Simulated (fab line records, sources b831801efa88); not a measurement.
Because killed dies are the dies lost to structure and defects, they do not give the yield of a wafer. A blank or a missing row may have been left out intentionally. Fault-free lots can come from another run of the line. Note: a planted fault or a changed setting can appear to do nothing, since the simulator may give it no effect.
Which of the tools did it? | flow gf180mcu | Sampling: 12 lots, 36 wafers, 3 of 602 route steps

## WHAT EACH GAUGE READ, for each wafer
GF_V4_THK_MEAS_01. Usual: for V4_CVD_00_THK the level is 596 nm and the standard deviation is 8.7.
lot  | measured     | on            | V4_CVD_00_THK (nm) | flag
L912 | day 23 14:56 | film-metro-03 | 610 595 608        |
L913 | day 23 21:01 | film-metro-01 | 598 596 603        |
L914 | day 24 03:47 | film-metro-04 | 597 607 596        |
L916 | day 25 00:28 | film-metro-04 | 598 601 594        |
L917 | day 25 09:39 | film-metro-03 | 613 617 615        |
L920 | day 26 09:07 | film-metro-03 | 587 590 591        |
L924 | day 27 13:09 | film-metro-03 | 583 604 605        |
L928 | day 28 21:35 | film-metro-01 | 604 608 589        |
L929 | day 29 03:39 | film-metro-01 | 601 585 605        |
L931 | day 29 15:27 | film-metro-01 | 598 575 589        |
L933 | day 30 02:42 | film-metro-03 | 594 586 599        |
L934 | day 30 10:27 | film-metro-03 | 603 602 613        |

## WHICH TOOL RAN EACH LOT (tool, then ch and the chambers of the sampled wafers, then the start)
lot  | GF_V2_ETCH_17                      | GF_M4_STRIP_17
L912 | rie-diel-03 ch 1,2,3, day 20 11:00 | plasma-asher-02 ch 0, day 23 14:19
L913 | rie-diel-03 ch 0,2, day 20 18:00   | plasma-asher-04 ch 0,1, day 23 20:25
L914 | rie-diel-01 ch 1,2,3, day 21 02:00 | plasma-asher-02 ch 0,1, day 24 03:11
L916 | rie-diel-03 ch 1,3, day 21 23:00   | plasma-asher-02 ch 0,1, day 24 23:52
L917 | rie-diel-03 ch 1,2,3, day 22 09:00 | plasma-asher-04 ch 0,1, day 25 08:41
L920 | rie-diel-01 ch 1,2,3, day 23 09:00 | plasma-asher-02 ch 0,1, day 26 08:31
L924 | rie-diel-03 ch 0,3, day 24 16:00   | plasma-asher-04 ch 0,1, day 27 12:33
L928 | rie-diel-01 ch 1,2,3, day 26 04:00 | plasma-asher-02 ch 0,1, day 28 20:59
L929 | rie-diel-02 ch 2,3, day 26 10:00   | plasma-asher-04 ch 0,1, day 29 03:02
L931 | rie-diel-02 ch 1,2, day 26 22:00   | plasma-asher-04 ch 0,1, day 29 14:49
L933 | rie-diel-01 ch 1,2,3, day 27 11:00 | plasma-asher-04 ch 0,1, day 30 02:05
L934 | rie-diel-01 ch 1,2, day 27 20:00   | plasma-asher-02 ch 0,1, day 30 09:50
- GF_V2_ETCH_17: etches SiO2 in C4F8/O2/Ar, stops on TiN, target depth 630 nm.
- GF_M4_STRIP_17: strips in O2/N2.

## AS READ BY THE TOOLS THEMSELVES (means over the sampled wafers that have a number; for cases with no such wafer, the mark the record gives instead)
GF_V2_ETCH_17. Usual: 0.856 a.u. for oes-product-au, sd 0.0046.
lot  | tool        | oes-product-au (a.u.) | flag
L912 | rie-diel-03 | 0.855                 |
L913 | rie-diel-03 | 0.855                 |
L914 | rie-diel-01 | 0.861                 |
L916 | rie-diel-03 | 0.855                 |
L917 | rie-diel-03 | 0.856                 |
L920 | rie-diel-01 | 0.859                 |
L924 | rie-diel-03 | 0.851                 |
L928 | rie-diel-01 | 0.855                 |
L929 | rie-diel-02 | 0.854                 |
L931 | rie-diel-02 | 0.859                 |
L933 | rie-diel-01 | 0.855                 |
L934 | rie-diel-01 | 0.857                 |

GF_M4_STRIP_17. Usual: drypump-motor-current-A 6.0 A, standard deviation 0.49; heater-power-w 354 W, standard deviation 59; o2-flow-sccm 3001 sccm, standard deviation 9; oes-product-au 0.536 a.u., standard deviation 0.0052; strip-time-to-endpoint-s 7.36 s, standard deviation 0.06.
lot  | tool            | drypump-motor-current-A (A) | heater-power-w (W) | o2-flow-sccm (sccm) | oes-product-au (a.u.) | strip-time-to-endpoint-s (s) | flag
L912 | plasma-asher-02 | 6.4                         | 284                | 3009                | 0.537                 | 7.37                         |
L913 | plasma-asher-04 | 6.4                         | 386                | 2997                | 0.536                 | 7.41                         |
L914 | plasma-asher-02 | 6.1                         | 324                | 2992                | 0.539                 | 7.27                         |
L916 | plasma-asher-02 | 5.8                         | 357                | 2995                | 0.534                 | 7.40                         |
L917 | plasma-asher-04 | 6.3                         | 359                | 2999                | 0.538                 | 7.36                         |
L920 | plasma-asher-02 | 5.8                         | 365                | 2988                | 0.537                 | 7.38                         |
L924 | plasma-asher-04 | 6.5                         | 393                | 3006                | 0.533                 | 7.33                         |
L928 | plasma-asher-02 | 5.8                         | 361                | 3010                | 0.538                 | 7.43                         |
L929 | plasma-asher-04 | 6.5                         | 390                | 3006                | 0.535                 | 7.33                         |
L931 | plasma-asher-04 | 6.5                         | 391                | 2999                | 0.542                 | 7.43                         |
L933 | plasma-asher-04 | 6.4                         | 387                | 3004                | 0.540                 | 7.44                         |
L934 | plasma-asher-02 | 5.8                         | 361                | 3003                | 0.536                 | 7.43                         |

## THE ANSWER, worked out from the rows above alone
Rule: a lot is off if the mean of its wafers that have a number lies more than 3 standard deviations from the usual mean. A lot without any number at a reading at which 4 lots or more have one is off too. Any other lot the step has rows for is counted as sound. The gauges are gone through in route order, then the tools' own readings, and for those a lot's mean is taken as printed above. At the first step where some lot is off, the reading lying furthest off is the one used; lots without a number count as furthest.
Across all readings shown, no lot is off: no conclusion can be drawn from this.

## WHAT HAD BEEN PUT IN BY THE SIMULATOR
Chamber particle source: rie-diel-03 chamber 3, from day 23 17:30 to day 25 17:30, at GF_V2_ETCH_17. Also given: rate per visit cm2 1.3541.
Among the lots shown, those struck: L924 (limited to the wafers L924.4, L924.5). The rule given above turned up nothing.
